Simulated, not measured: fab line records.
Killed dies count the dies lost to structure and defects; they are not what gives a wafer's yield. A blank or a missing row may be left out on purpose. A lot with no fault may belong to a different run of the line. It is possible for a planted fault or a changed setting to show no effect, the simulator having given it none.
What tool caused it? -- flow gf180mcu -- 24 lots, 72 wafers sampled, at 5 steps of a route of 602

WHAT THE GAUGES READ, wafer by wafer
GF_NWELL_OVL_MEAS_07. Usual: NWELL_OVL gives 0.0 nm (standard deviation 1.2).
lot,measured,on,NWELL_OVL (nm),flag
L074,day 3 12:08,overlay-01,0.6 1.0 0.4,
L075,day 3 15:28,overlay-02,-0.1 -1.7 -0.7,
L076,day 3 20:22,overlay-01,-0.5 0.6 -1.7,
L077,day 3 22:59,overlay-01,-0.8 -2.6 -1.1,
L078,day 4 04:32,overlay-02,1.3 -0.9 1.3,
L079,day 4 10:18,overlay-02,3.3 2.2 2.3,
L080,day 4 15:42,overlay-01,1.3 1.7 0.1,
L081,day 4 21:02,overlay-01,1.3 1.6 1.3,
L082,day 5 02:56,overlay-02,-0.8 0.8 -2.0,
L083,day 5 09:29,overlay-02,0.3 -0.2 0.6,
L084,day 5 14:11,overlay-01,-1.9 -0.8 -0.8,
L085,day 5 19:43,overlay-01,-2.5 -2.7 0.4,
L086,day 6 00:50,overlay-01,0.9 0.1 0.5,
L087,day 6 03:25,overlay-01,-1.3 -0.4 -1.7,
L088,day 6 15:13,overlay-01,-0.4 -1.4 -1.5,
L089,day 6 22:23,overlay-01,0.7 0.0 0.9,
L090,day 6 23:06,overlay-01,-0.6 0.4 -0.9,
L091,day 7 12:49,overlay-02,2.0 1.9 0.0,
L092,day 7 13:10,overlay-02,-1.3 -0.4 -1.4,
L093,day 8 00:49,overlay-02,-0.5 0.8 0.3,
L095,day 8 02:23,overlay-01,-1.1 -1.1 -0.9,
L094,day 8 02:44,overlay-02,1.2 -0.5 0.6,
L096,day 8 08:24,overlay-02,-0.3 1.3 2.1,
L097,day 8 18:05,overlay-02,0.3 0.5 0.5,

GF_V3_BOW_MEAS_05. Usual: V3_BOW gives 117 um (standard deviation 9.6).
lot,measured,on,V3_BOW (um),flag
L074,day 21 11:14,film-metro-03,101 119 100,
L075,day 21 17:54,film-metro-03,128 129 135,
L076,day 22 03:16,film-metro-01,110 109 116,
L077,day 22 07:10,film-metro-04,142 142 134,
L078,day 22 15:25,film-metro-04,116 103 108,
L079,day 23 02:49,film-metro-03,111 118 118,
L080,day 23 08:28,film-metro-03,115 104 102,
L081,day 23 20:22,film-metro-04,110 111 106,
L082,day 24 03:34,film-metro-04,131 118 118,
L083,day 24 11:22,film-metro-03,126 119 125,
L084,day 24 19:23,film-metro-01,118 118 115,
L085,day 25 05:44,film-metro-01,117 118 124,
L086,day 25 12:53,film-metro-01,124 123 126,
L087,day 25 17:14,film-metro-04,123 112 136,
L088,day 26 09:28,film-metro-04,115 112 105,
L089,day 26 19:40,film-metro-01,118 120 111,
L090,day 27 00:14,film-metro-04,123 126 114,
L091,day 27 14:47,film-metro-01,106 112 117,
L092,day 27 21:12,film-metro-04,125 132 117,
L093,day 28 05:15,film-metro-04,131 122 135,
L095,day 28 08:24,film-metro-01,109 119 119,
L094,day 28 08:28,film-metro-03,100 104 98,
L096,day 28 18:26,film-metro-03,121 115 110,
L097,day 29 00:59,film-metro-03,134 131 129,

WHICH TOOL RAN EACH LOT (tool, then ch and the chambers of the sampled wafers, then the start)
lot,GF_CONTACT_CMP_04,GF_CONTACT_STRIP_18,GF_M1_SPUTTER_03
L074,"cmp-02 ch 0,3, day 15 04:55","plasma-asher-02 ch 0, day 16 02:45","pvd-sputter-03, day 16 03:54"
L075,"cmp-01 ch 0,2,3, day 15 11:56","plasma-asher-02 ch 0,1, day 16 10:37","pvd-sputter-01, day 16 11:46"
L076,"cmp-01 ch 1,3, day 15 20:23","plasma-asher-02 ch 0,1, day 16 19:00","pvd-sputter-04, day 16 20:38"
L077,"cmp-02 ch 0,1,2, day 15 23:37","plasma-asher-02 ch 1, day 16 22:27","pvd-sputter-04, day 16 23:37"
L078,"cmp-02 ch 1,2, day 16 09:52","plasma-asher-01 ch 0,1, day 17 09:23","pvd-sputter-04, day 17 10:32"
L079,"cmp-01 ch 2,3, day 16 17:49","plasma-asher-01 ch 0,1, day 17 18:08","pvd-sputter-01, day 17 19:16"
L080,"cmp-02 ch 2,3, day 17 01:11","plasma-asher-02 ch 0,1, day 18 00:41","pvd-sputter-01, day 18 01:49"
L081,"cmp-02 ch 0,3, day 17 14:00","plasma-asher-03 ch 0,1, day 18 13:31","pvd-sputter-03, day 18 14:41"
L082,"cmp-02 ch 1,2,3, day 17 20:41","plasma-asher-01 ch 0,1, day 18 20:32","pvd-sputter-01, day 18 21:41"
L083,"cmp-01 ch 1,3, day 18 05:38","plasma-asher-01 ch 0, day 19 06:57","pvd-sputter-04, day 19 08:06"
L084,"cmp-01 ch 1,2,3, day 18 14:38","plasma-asher-01 ch 0,1, day 19 15:36","pvd-sputter-04, day 19 16:51"
L085,"cmp-01 ch 0,2, day 19 02:32","plasma-asher-02 ch 0,1, day 20 04:03","pvd-sputter-03, day 20 05:11"
L086,"cmp-01 ch 2,3, day 19 09:11","plasma-asher-01 ch 0,1, day 20 09:42","pvd-sputter-03, day 20 10:52"
L087,"cmp-01 ch 0,1,3, day 19 13:07","plasma-asher-02 ch 0,1, day 20 14:36","pvd-sputter-01, day 20 15:45"
L088,"cmp-02 ch 0,1,3, day 20 07:33","plasma-asher-02 ch 0,1, day 21 07:48","pvd-sputter-01, day 21 08:56"
L089,"cmp-01 ch 0,1,3, day 20 20:14","plasma-asher-01 ch 0,1, day 21 20:19","pvd-sputter-03, day 21 21:28"
L090,"cmp-01 ch 1,2,3, day 21 00:00","plasma-asher-03 ch 0,1, day 22 00:55","pvd-sputter-04, day 22 02:01"
L091,"cmp-02 ch 0,1, day 21 18:04","plasma-asher-03 ch 0,1, day 22 17:38","pvd-sputter-04, day 22 18:46"
L092,"cmp-02 ch 0,3, day 21 23:26","plasma-asher-03 ch 0,1, day 22 23:10","pvd-sputter-03, day 23 00:16"
L093,"cmp-02 ch 0,1,3, day 22 11:40","plasma-asher-02 ch 0,1, day 23 10:37","pvd-sputter-01, day 23 11:46"
L095,"cmp-02 ch 0,1,2, day 22 13:32","plasma-asher-03 ch 0,1, day 23 12:51","pvd-sputter-01, day 23 14:00"
L094,"cmp-02 ch 0,1,3, day 22 14:25","plasma-asher-01 ch 0,1, day 23 13:19","pvd-sputter-04, day 23 14:28"
L096,"cmp-02 ch 0,1,2, day 22 23:46","plasma-asher-03 ch 0,1, day 23 22:37","pvd-sputter-01, day 23 23:45"
L097,"cmp-01 ch 2,3, day 23 09:29","plasma-asher-01 ch 0,1, day 24 08:31","pvd-sputter-01, day 24 09:40"
- GF_CONTACT_CMP_04: polishes SiO2.
- GF_CONTACT_STRIP_18: strips in O2/N2.
- GF_M1_SPUTTER_03: material Ti, target thk 10 nm, time 6.7 s.

WHAT THE TOOLS THEMSELVES READ (means of the sampled wafers that have a number; where no wafer has one, the mark that the record gives instead)
GF_CONTACT_CMP_04. Usual: motor-current-A 12.2 A, standard deviation 1.5; time-to-endpoint-s 110 s, standard deviation 5.6.
lot,tool,motor-current-A (A),time-to-endpoint-s (s),flag
L074,cmp-02,13.1,110,
L075,cmp-01,12.0,116,
L076,cmp-01,11.0,118,
L077,cmp-02,12.5,112,
L078,cmp-02,11.8,108,
L079,cmp-01,11.6,107,
L080,cmp-02,13.9,113,
L081,cmp-02,13.0,108,
L082,cmp-02,12.6,108,
L083,cmp-01,10.5,113,
L084,cmp-01,11.4,110,
L085,cmp-01,12.2,110,
L086,cmp-01,11.3,109,
L087,cmp-01,12.0,104,
L088,cmp-02,12.3,111,
L089,cmp-01,11.9,106,
L090,cmp-01,10.9,108,
L091,cmp-02,12.4,106,
L092,cmp-02,13.6,106,
L093,cmp-02,12.3,108,
L095,cmp-02,13.0,111,
L094,cmp-02,11.9,111,
L096,cmp-02,12.4,116,
L097,cmp-01,11.3,107,

GF_CONTACT_STRIP_18. Usual: drypump-motor-current-A 5.71 A, standard deviation 0.12; heater-power-w 334 W, standard deviation 35; n2-flow-sccm 300.0 sccm, standard deviation 0.9; oes-product-au 0.580 a.u., standard deviation 0.0053.
lot,tool,drypump-motor-current-A (A),heater-power-w (W),n2-flow-sccm (sccm),oes-product-au (a.u.),flag
L074,plasma-asher-02,5.55,328,300.4,0.582,
L075,plasma-asher-02,5.73,312,299.9,0.572,
L076,plasma-asher-02,5.75,305,299.3,0.578,
L077,plasma-asher-02,5.83,303,298.6,0.584,
L078,plasma-asher-01,5.65,321,299.9,0.584,
L079,plasma-asher-01,5.66,317,301.2,0.586,
L080,plasma-asher-02,5.66,322,300.2,0.574,
L081,plasma-asher-03,5.77,384,299.8,0.583,
L082,plasma-asher-01,5.69,337,299.3,0.584,
L083,plasma-asher-01,5.65,290,299.7,0.581,
L084,plasma-asher-01,5.68,334,299.9,0.581,
L085,plasma-asher-02,5.65,310,300.5,0.577,
L086,plasma-asher-01,5.68,320,299.8,0.579,
L087,plasma-asher-02,5.66,310,300.1,0.580,
L088,plasma-asher-02,5.65,312,301.1,0.576,
L089,plasma-asher-01,5.67,319,299.6,0.577,
L090,plasma-asher-03,5.85,384,299.3,0.583,
L091,plasma-asher-03,5.85,378,300.0,0.577,
L092,plasma-asher-03,5.84,378,300.2,0.580,
L093,plasma-asher-02,5.73,302,300.4,0.583,
L095,plasma-asher-03,5.83,381,301.1,0.575,
L094,plasma-asher-01,5.69,336,300.1,0.578,
L096,plasma-asher-03,5.77,376,300.5,0.577,
L097,plasma-asher-01,5.70,336,299.8,0.578,

GF_M1_SPUTTER_03. Usual: chamber-pressure-pa 0.3000 Pa, standard deviation 0.00054; throttle-valve-pct 30.2 %, standard deviation 0.82.
lot,tool,chamber-pressure-pa (Pa),throttle-valve-pct (%),flag
L074,pvd-sputter-03,0.3004,29.4,
L075,pvd-sputter-01,0.3003,30.2,
L076,pvd-sputter-04,0.2994,30.2,
L077,pvd-sputter-04,0.3003,29.5,
L078,pvd-sputter-04,0.3001,31.0,
L079,pvd-sputter-01,0.3001,30.4,
L080,pvd-sputter-01,0.2988,30.2,
L081,pvd-sputter-03,0.2996,29.9,
L082,pvd-sputter-01,0.2997,30.5,
L083,pvd-sputter-04,0.2998,29.6,
L084,pvd-sputter-04,0.2998,30.6,
L085,pvd-sputter-03,0.3000,30.2,
L086,pvd-sputter-03,0.3000,30.3,
L087,pvd-sputter-01,0.3002,30.5,
L088,pvd-sputter-01,0.3000,30.3,
L089,pvd-sputter-03,0.3000,29.8,
L090,pvd-sputter-04,0.3001,29.8,
L091,pvd-sputter-04,0.2997,30.3,
L092,pvd-sputter-03,0.2996,29.7,
L093,pvd-sputter-01,0.3001,30.3,
L095,pvd-sputter-01,0.3000,30.5,
L094,pvd-sputter-04,0.2998,29.9,
L096,pvd-sputter-01,0.3001,30.5,
L097,pvd-sputter-01,0.3004,30.8,

THE ANSWER, worked out from the rows above alone
Rule: a lot counts as off when the mean over its wafers that have a number is more than 3 standard deviations away from the usual mean. Also off: a lot with no number at a reading for which 4 or more lots have one. Where the step has rows for the other lots, those lots are counted as sound. The gauges are gone through in route order, then the tools' own readings, and for those a lot's mean is taken as printed above. The first step at which some lot is off is used, and at that step the reading that is off furthest; a lot without a number counts as furthest.
Across all readings shown, no lot is off: no conclusion can be drawn from this.

WHAT THE SIMULATOR HAD INSERTED
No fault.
